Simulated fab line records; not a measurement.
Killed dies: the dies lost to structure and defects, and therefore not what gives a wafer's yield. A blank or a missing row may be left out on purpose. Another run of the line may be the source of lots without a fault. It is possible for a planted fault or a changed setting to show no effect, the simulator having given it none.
Problem report in the 8D (eight disciplines) form, filled by code | flow sky130 | the parts of the form that need people (team, actions taken, sign-off) are left out

== 1. THE ISSUE ==
LI_CONTACT_HDPCVD_THK at SKY_LI_CONTACT_THK_MEAS_01 reads a mean of 1114 nm on 1 wafer of 1 lot; wafers without a fault read 930 nm with a standard deviation of 11. Measured from the usual mean, that is +17 standard deviations.
The first sign was on wafer L376.4 at day 32 21:33, on filmMetro-02. The record holds 33 wafers of 11 lots with a number at this step. Rule for "out", or "out of limits": more than 4 standard deviations from the usual mean. The rest of the wafers with a number are treated as sound.

== 2. WHAT IT IS AND WHAT IT IS NOT ==
question                    | is                    | is not
which readings at this step | LI_CONTACT_HDPCVD_THK | -
which lots                  | L376                  | L362, L363, L364, L365, L366, L367, L370, L379, L383, L384
which wafers of those lots  | L376.4                | L376.3, L376.5
read on which gauges        | filmMetro-02          | filmMetro-01, filmMetro-04
when                        | from day 32 21:33     | up to then (23 sound wafers); but 9 sound wafers of L379, L383, L384 came after

== 3. SUSPECTS, AND WHAT RULES EACH OUT ==
Counting: any tool at a process step up to the reading remains a suspect provided it ran every lot that is out. Sound lots after the first of them don't rule it out here, since some wafers of a struck lot are sound.
- ruled out: the gauge at SKY_LI_CONTACT_THK_MEAS_01. All the wafers that are out were read on filmMetro-02, but those of them that SKY_LI_CONTACT_HDPCVD_00 has rows for are out there too, on other tools.
- hdpcvd-01 at SKY_LI_CONTACT_HDPCVD_00 (deposits PSG, target thk 930 nm, time 155 s): kept. The lot that is out, L376, ran on it at day 32 21:26; the last sound lot it ran before that was L370, at day 31 12:04. Out on those wafers are its own readings of sih4FlowSccm.
- The sound lot-mates ran in chamber 1 of hdpcvd-01 at SKY_LI_CONTACT_HDPCVD_00, but the wafers that are out ran in chamber 2.
The count leaves hdpcvd-01 at SKY_LI_CONTACT_HDPCVD_00.

== 4. THE CAUSE (what the simulator had put in) ==
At SKY_LI_CONTACT_HDPCVD_00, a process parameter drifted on hdpcvd-01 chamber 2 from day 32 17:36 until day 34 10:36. Setting sih4FlowSccm, moved by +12, from 60. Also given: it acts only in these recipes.
This tool alone remained once counting was done.

== 5. THE CHAIN OF EFFECTS, in route order ==
Rows list readings where the struck wafers' mean (over those with a number) sits beyond 3 standard deviations from the usual. Readings are gone through only where the record gives a usual standard deviation; hours: the median, over the lots, of the time from a lot's start at the first step in this table giving one to that lot's start at this step; sigmas: the change measured in usual standard deviations.
hours | step                       | reading               | usual      | on struck wafers | change | sigmas
0     | SKY_LI_CONTACT_HDPCVD_00   | sih4FlowSccm          | 60.00 sccm | 71.81            | +11.81 | +69
0     | SKY_LI_CONTACT_THK_MEAS_01 | LI_CONTACT_HDPCVD_THK | 930 nm     | 1114             | +184   | +17
0     | SKY_LI_CONTACT_CMP_02      | timeToEndpointS       | 33.0 s     | 48.1             | +15.1  | +6.0
Here are the process steps it includes:
- SKY_LI_CONTACT_HDPCVD_00: deposits PSG, target thk 930 nm, time 155 s.
- SKY_LI_CONTACT_CMP_02: polishes PSG.
At these later measuring or inspecting steps, every struck wafer for which the step has a row has a number for every such reading, and none has moved that far: SKY_VIA2_RS_MEAS_22.

== 6. WHAT WOULD HAVE CAUGHT IT SOONER ==
In this record the first reading out of limits at a measuring or inspecting step was taken at day 32 21:33, 4 hours after the fault began at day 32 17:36.
Tool's own readings at SKY_LI_CONTACT_HDPCVD_00, sih4FlowSccm: out on all struck wafers the step has rows for; an alarm limit on them would have tripped on the first.
By day 32 21:33 the whole set of lots that are out, 1 in number, had already begun SKY_LI_CONTACT_HDPCVD_00 on hdpcvd-01. Holding the tool at that point would not have protected any of them.
